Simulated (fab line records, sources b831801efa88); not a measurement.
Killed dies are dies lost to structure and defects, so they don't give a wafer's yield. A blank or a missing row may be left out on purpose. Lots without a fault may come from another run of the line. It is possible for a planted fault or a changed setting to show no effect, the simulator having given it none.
Problem report, 8D (eight disciplines) form, completed by code	flow gf180mcu	the parts of the form that need people (team, actions taken, sign-off) are left out

1. THE ISSUE
Mean of strip-time-to-endpoint-s at GF_SAB_STRIP_13: 13.04 s across 4 wafers in 2 lots; on wafers with no fault it is 12.61 s (standard deviation 0.033). Relative to the usual mean, that is a shift of +13 standard deviations.
The step: strips in O2/N2.
First seen on wafer L672.1, day 20 01:00, on plasma-asher-02. The record holds 39 wafers of 13 lots with a number at this step. Rule for "out", or "out of limits": more than 4 standard deviations from the usual mean. The rest of the wafers with a number are treated as sound.

2. WHAT IT IS; WHAT IT IS NOT
question	is	is not
which readings at this step	strip-time-to-endpoint-s	chamber-pressure-mTorr, drypump-motor-current-A, heater-power-w, oes-product-au
which lots	L672, L673	L659, L664, L666, L668, L671, L676, L678, L679, L680, L681, L682
which wafers of those lots	L672.1, L672.3, L672.4, L673.1	L673.5, L673.6
read on which tools	plasma-asher-01, plasma-asher-02	plasma-asher-04
when	from day 20 01:00	up to then (15 sound wafers); but 20 sound wafers of L673, L676, L678, L679, L680, L681, L682 came after

3. THE SUSPECTS, EACH WITH WHAT RULES IT OUT
Counting: a tool at a process step up to the reading stays a suspect if it ran every lot that is out. Sound lots after the first of them don't rule it out here, since some wafers of a struck lot are sound.
- litho-track-04 at GF_SAB_COAT_04 (resist thk 1000 nm): kept. Ran every lot that is out, first one L672 (day 19 12:10); last sound lot up to then L671 (day 18 21:55).
The count leaves litho-track-04 at GF_SAB_COAT_04.

4. THE CAUSE (what the simulator had put in)
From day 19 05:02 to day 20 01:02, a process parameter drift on litho-track-04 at GF_SAB_COAT_04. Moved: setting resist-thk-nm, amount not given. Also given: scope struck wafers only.
Counting left only this tool.

5. THE CHAIN OF EFFECTS, in route order
Rows list readings where the struck wafers' mean (over those with a number) sits beyond 3 standard deviations from the usual. Readings are gone through only where the record gives a usual standard deviation; hours: the median, over the lots, of the time from a lot's start at the first step in this table giving one to that lot's start at this step; sigmas: the change measured in usual standard deviations.
hours	step	reading	usual	on struck wafers	change	sigmas
0	GF_SAB_STRIP_13	strip-time-to-endpoint-s	12.61 s	13.04	+0.43	+13
Its process steps:
- GF_SAB_STRIP_13: strips in O2/N2.
At these later measuring or inspecting steps, every struck wafer for which the step has a row has a number for every such reading, and none has moved that far: GF_V1_RS_MEAS_24.

6. WHAT WOULD HAVE CAUGHT IT SOONER
The fault began at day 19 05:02; the first out-of-limits reading in this record came at day 20 01:00, 20 hours later.
By day 20 01:00, every lot that is out (2) had started GF_SAB_COAT_04 on litho-track-04. Had the tool been put on hold then, not one of them would have been saved.
